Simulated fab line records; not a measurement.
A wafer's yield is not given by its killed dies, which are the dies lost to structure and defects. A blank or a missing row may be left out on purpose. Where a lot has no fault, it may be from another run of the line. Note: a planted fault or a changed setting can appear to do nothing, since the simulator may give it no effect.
Comparing a struck lot with a sound one	flow sky130	18 steps out of a route of 708
Sound: the wafers L561.2, L561.4, L561.6. Wafers struck: L573.3, L573.5, L573.6. The cause comes at the end.
At each step with rows: each side's tool, then ch and its chambers, then its first start. Under that, the readings that differ: sound wafers	struck wafers	difference of the means	sigmas: that difference in standard deviations of wafers without a fault.
alike: readings with means less than 2 such deviations apart, plus words and numbers identical on both sides. not compared: withheld readings, readings lacking a value on some wafer, bounds such as >300 that could conceal the same value, and numbers that have no deviation in the record and whose values overlap.
The two part at a step that has a row with sigmas, a row that says differs or no value, or rows on one side only. When numbers do not overlap yet have no deviation, they are printed without sigmas and do not part them. A reading missing from all wafers of one side parts the sides only when that side holds two or more wafers.

SKY_VIA1_ETCH_15: etches SiO2 in C4F8/O2/Ar, stops on TiN, target depth 351 nm, time 54 s.
  sound on rie-diel-02 ch 0,1,3, day 36 18:10; struck on rie-diel-02 ch 1,2, day 42 22:41
  alike: oes-product-au
  not compared: rf-hours-counter-h
then, 5 steps without rows for these wafers: SKY_VIA1_STRIP_16 (strips in O2/N2); SKY_VIA1_STRIP_17 (strips in post etch residue remover, time 1200 s); SKY_VIA1_CLEAN_18 (cleans in IPA, time 180 s); SKY_VIA1_CLEAN_19 (cleans in O3/DIW); SKY_VIA1_SPUTTER_20 (material TiN, target thk 20 nm, time 80 s).
SKY_VIA1_CVD_21: deposits W, target thk 270 nm, time 80.902 s.
  sound on cvd-w-02 ch 0,1, day 36 18:52; struck on cvd-w-02 ch 0,1, day 42 23:26
  alike: heater-power-w
SKY_VIA1_RS_MEAS_22: measures by four-point-probe.
  sound: film-metro-04 at day 36 18:59; struck: film-metro-02 at day 42 23:32
  alike: VIA1_W_RS
SKY_VIA1_THK_MEAS_23: measures by xrf.
  sound: film-metro-04 at day 36 19:05; struck: film-metro-02 at day 42 23:38
  alike: VIA1_W_THK
then, 1 step without rows for these wafers: SKY_VIA1_CMP_24 (polishes, stops on SiO2, t overpolish 15 s, target thk 0 nm).
SKY_METAL2_SPUTTER_00: material Ti, target thk 15 nm, time 10 s.
  sound: pvd-sputter-01 at day 36 19:26; struck: pvd-sputter-04 at day 43 00:00
  alike: chamber-pressure-pa, throttle-valve-pct
SKY_METAL2_SPUTTER_01: material TiN, target thk 20 nm, time 16.7 s.
  sound: pvd-sputter-01 at day 36 19:28; struck: pvd-sputter-04 at day 43 00:01
  alike: chamber-pressure-pa, throttle-valve-pct
SKY_METAL2_SPUTTER_02: material AlCu, target thk 250 nm, time 13.3 s.
  sound: pvd-sputter-01 at day 36 19:29; struck: pvd-sputter-04 at day 43 00:03
reading	sound	struck	difference	sigmas
chamber-pressure-pa (Pa)	0.3994 0.3992 0.3998	0.2206 0.2203 0.2233	-0.1781	-99 or more
throttle-valve-pct (%)	29.7 28.6 29.7	44.2 40.0 39.5	+11.9	+12
model.AlCu_of_METAL2_SPUTTER_02.thk-nm (nm)	252.9 253.7 253.4	273.8 279.6 271.6	+21.7	
then, 1 step without rows for these wafers: SKY_METAL2_SPUTTER_03 (material Ti, target thk 5 nm, time 3.3 s).
SKY_METAL2_SPUTTER_04: material TiN, target thk 70 nm, time 58.3 s.
  sound: pvd-sputter-01 at day 36 19:32; struck: pvd-sputter-04 at day 43 00:05
  alike: chamber-pressure-pa, throttle-valve-pct
SKY_METAL2_RS_MEAS_05: measures by four-point-probe.
  sound: film-metro-03 at day 36 19:36; struck: film-metro-03 at day 43 00:28
reading	sound	struck	difference	sigmas
METAL2_ALCU_RS (ohm/sq)	0.1254 0.1249 0.1251	0.1120 0.1095 0.1130	-0.0136	-10
  not compared: hold
SKY_METAL2_THK_MEAS_06: measures by xrf.
  sound: film-metro-03 at day 36 19:43; struck: film-metro-03 at day 43 07:58
reading	sound	struck	difference	sigmas
METAL2_ALCU_THK (nm)	251.9 250.7 253.9	269.7 273.1 267.2	+17.8	+6
  not compared: hold
-- the record jumps here: 10 days lie between the struck wafers' starts before and after (it left off in module METAL2 and takes up again in module PAD_OPEN, whose first step shown is number 708 of the route) --
SKY_PAD_OPEN_PROBE_99:
  sound: prober-02 at day 48 12:05; struck: prober-01 at day 52 20:16
reading	sound	struck	difference	sigmas
defect-limited-yield (%)	85.6 84.3 84.1	81.9 78.5 82.3	-3.8	-2
killed-dies	71 77 78	89 106 87	+19	+2
sort-n-pass	421 415 414	403 386 405	-19	-2
sort-yield-pct (%)	85.6 84.3 84.1	81.9 78.5 82.3	-3.8	-2
model.etest.met2.rs-ohm-sq	0.1278 0.1264 0.1252	0.117 0.1138 0.1184	-0.010	
  alike: killed_at_M0_to_M3, killed_at_M4_up, killed-at-contacts, killed-at-front-end, killed-at-other, killed-on-rim, killed-open, killed-short, sort_bin_3_pad_short, sort_bin_5_function, sort_bin_6_memory
  not compared: model.etest.met2.line-ohm-um

WHERE THEY PART
First at SKY_METAL2_SPUTTER_02; last, within this record, at SKY_PAD_OPEN_PROBE_99.

WHY: what the simulator had put in
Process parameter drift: pvd-sputter-04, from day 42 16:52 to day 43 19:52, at SKY_METAL2_SPUTTER_02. The setting chamber-pressure-pa was moved by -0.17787, starting from 0.4. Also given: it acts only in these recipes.
